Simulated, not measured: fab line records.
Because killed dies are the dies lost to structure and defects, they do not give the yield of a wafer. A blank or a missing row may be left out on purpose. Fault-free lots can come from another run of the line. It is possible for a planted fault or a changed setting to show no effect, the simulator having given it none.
The tool behind it: which one? -- flow gf180mcu -- 11 lots, 33 wafers sampled, at 6 steps of a route of 602

## WHAT EACH GAUGE READ, for each wafer
GF_M4_RS_MEAS_05: a four-point-probe measurement.
lot,measured,on,M4_ALCU_RS (ohm/sq)
L551,day 22 11:00,filmMetro-02,0.0680 0.0671 0.0685
L553,day 23 05:09,filmMetro-01,0.0698 0.0695 0.0698
L554,day 23 07:42,filmMetro-01,0.0700 0.0705 0.0701
L555,day 23 18:07,filmMetro-02,0.0639 0.0641 0.0645
L556,day 24 10:53,filmMetro-02,0.0657 0.0655 0.0661
L557,day 24 19:44,filmMetro-03,0.0661 0.0659 0.0662
L565,day 27 06:22,filmMetro-01,0.0707 0.0706 0.0713
L566,day 27 16:56,filmMetro-03,0.0690 0.0697 0.0687
L569,day 28 05:56,filmMetro-03,0.0698 0.0702 0.0697
L573,day 29 08:41,filmMetro-02,0.0695 0.0701 0.0697
L574,day 29 20:44,filmMetro-01,0.0699 0.0695 0.0704

GF_M4_THK_MEAS_06: measures by xrf.
lot,measured,on,M4_ALCU_THK (nm)
L551,day 22 11:07,filmMetro-02,457 462 453
L553,day 23 05:16,filmMetro-01,451 453 452
L554,day 23 07:49,filmMetro-01,452 446 448
L555,day 23 18:14,filmMetro-02,485 487 481
L556,day 24 10:59,filmMetro-02,474 477 468
L557,day 24 19:49,filmMetro-03,471 470 471
L565,day 27 06:29,filmMetro-01,446 446 442
L566,day 27 17:02,filmMetro-03,455 450 455
L569,day 28 06:04,filmMetro-03,450 447 452
L573,day 29 08:48,filmMetro-02,449 446 447
L574,day 29 20:50,filmMetro-01,448 452 443

GF_V4_THK_MEAS_01.
lot,measured,on,V4_CVD_00_THK (nm)
L551,day 23 10:38,filmMetro-04,593 596 603
L553,day 24 04:29,filmMetro-02,601 614 608
L554,day 24 07:32,filmMetro-02,597 596 597
L555,day 24 17:15,filmMetro-02,594 594 602
L556,day 25 09:11,filmMetro-03,593 600 596
L557,day 25 18:05,filmMetro-04,598 585 594
L565,day 28 02:53,filmMetro-03,604 596 594
L566,day 28 13:27,filmMetro-02,589 587 593
L569,day 29 01:57,filmMetro-03,603 599 604
L573,day 30 04:36,filmMetro-03,603 603 601
L574,day 30 16:12,filmMetro-03,605 594 602

## TOOL THAT RAN EACH LOT (tool first, then ch and the chambers of the sampled wafers, then the start)
lot,GF_M4_SPUTTER_00,GF_M4_SPUTTER_02,GF_M4_STRIP_17
L551,"pvdSputter-04, day 22 10:46","pvdSputter-04, day 22 10:53","plasmaAsher-03 ch 0,1, day 23 10:01"
L553,"pvdSputter-04, day 23 04:55","pvdSputter-04, day 23 05:02","plasmaAsher-02 ch 0,1, day 24 03:50"
L554,"pvdSputter-01, day 23 07:29","pvdSputter-01, day 23 07:37","plasmaAsher-01 ch 0,1, day 24 06:56"
L555,"pvdSputter-04, day 23 17:53","pvdSputter-04, day 23 18:01","plasmaAsher-01 ch 1, day 24 16:38"
L556,"pvdSputter-04, day 24 10:37","pvdSputter-04, day 24 10:45","plasmaAsher-01 ch 0,1, day 25 08:34"
L557,"pvdSputter-04, day 24 19:27","pvdSputter-04, day 24 19:35","plasmaAsher-03 ch 0,1, day 25 17:28"
L565,"pvdSputter-01, day 27 06:09","pvdSputter-01, day 27 06:17","plasmaAsher-02 ch 0,1, day 28 02:14"
L566,"pvdSputter-04, day 27 16:40","pvdSputter-04, day 27 16:48","plasmaAsher-03 ch 0,1, day 28 12:49"
L569,"pvdSputter-02, day 28 05:43","pvdSputter-02, day 28 05:51","plasmaAsher-03 ch 0,1, day 29 01:20"
L573,"pvdSputter-04, day 29 08:28","pvdSputter-04, day 29 08:35","plasmaAsher-02 ch 0,1, day 30 03:59"
L574,"pvdSputter-04, day 29 20:29","pvdSputter-04, day 29 20:37","plasmaAsher-01 ch 1, day 30 15:35"
- GF_M4_SPUTTER_00: material Ti, target thk 37.5 nm, time 150 s.
- GF_M4_SPUTTER_02: material AlCu, target thk 450 nm, time 23.9 s.
- GF_M4_STRIP_17: strips in O2/N2.

## WHAT THE TOOLS THEMSELVES READ (means of the sampled wafers that have a number; where no wafer has one, the mark that the record gives instead)
GF_M4_SPUTTER_00.
lot,tool,cathodeDcPowerW (W),throttleValvePct (%)
L551,pvdSputter-04,3999.8,30.1
L553,pvdSputter-04,3999.7,30.5
L554,pvdSputter-01,3999.5,29.9
L555,pvdSputter-04,4000.6,30.2
L556,pvdSputter-04,4000.6,30.8
L557,pvdSputter-04,4000.1,28.8
L565,pvdSputter-01,4000.6,29.8
L566,pvdSputter-04,4001.0,30.0
L569,pvdSputter-02,4000.5,29.3
L573,pvdSputter-04,4000.6,30.9
L574,pvdSputter-04,3999.8,30.4

GF_M4_SPUTTER_02.
lot,tool,cathodeDcPowerW (W),throttleValvePct (%)
L551,pvdSputter-04,10599,30.0
L553,pvdSputter-04,10600,30.3
L554,pvdSputter-01,10602,29.9
L555,pvdSputter-04,10598,30.1
L556,pvdSputter-04,10600,30.8
L557,pvdSputter-04,10600,28.9
L565,pvdSputter-01,10599,30.1
L566,pvdSputter-04,10599,30.2
L569,pvdSputter-02,10599,29.3
L573,pvdSputter-04,10599,30.8
L574,pvdSputter-04,10601,30.3

GF_M4_STRIP_17.
lot,tool,drypumpMotorCurrentA (A),heaterPowerW (W),oesProductAu (a.u.),stripTimeToEndpointS (s)
L551,plasmaAsher-03,6.2,323,0.540,7.38
L553,plasmaAsher-02,5.9,326,0.537,7.35
L554,plasmaAsher-01,5.8,329,0.530,7.33
L555,plasmaAsher-01,6.0,301,0.536,7.40
L556,plasmaAsher-01,5.8,330,0.539,7.33
L557,plasmaAsher-03,6.0,331,0.532,7.37
L565,plasmaAsher-02,5.9,328,0.538,7.36
L566,plasmaAsher-03,6.2,328,0.539,7.36
L569,plasmaAsher-03,6.2,331,0.532,7.31
L573,plasmaAsher-02,5.9,325,0.538,7.35
L574,plasmaAsher-01,6.0,299,0.535,7.38

## THE ANSWER, worked out from the rows above alone
Rule: the usual values come from the lots themselves. The widest of any qualifying gaps counts: lots, ordered by their means at a reading, are off when they make up no more than a third of the lots, leave a main group of 4 or more, and stand apart from it by 3 or more times the standard deviation of that group's means. A main group is skipped when, at the precision printed for the reading in the tables above, its means are all equal. Also off: a lot with no number at a reading for which 4 or more lots have one. Where the step has rows for the other lots, those lots are counted as sound. After the gauges, taken in route order, come the tools' own readings; for these a lot's mean is taken, as printed above. At the first step where some lot is off, the reading lying furthest off is the one used; lots without a number count as furthest.
Off: at GF_M4_THK_MEAS_06 (M4_ALCU_THK), L555, L556, L557. Main group: mean 450 nm, sd 3.7.
If a tool, at a process step before that reading, ran all the lots that are off and no sound lot after the first of them, it fits. The gauges at GF_M4_THK_MEAS_06 are tried like those tools. Not one of the candidates tried fits.

## WHAT THE SIMULATOR HAD PUT IN
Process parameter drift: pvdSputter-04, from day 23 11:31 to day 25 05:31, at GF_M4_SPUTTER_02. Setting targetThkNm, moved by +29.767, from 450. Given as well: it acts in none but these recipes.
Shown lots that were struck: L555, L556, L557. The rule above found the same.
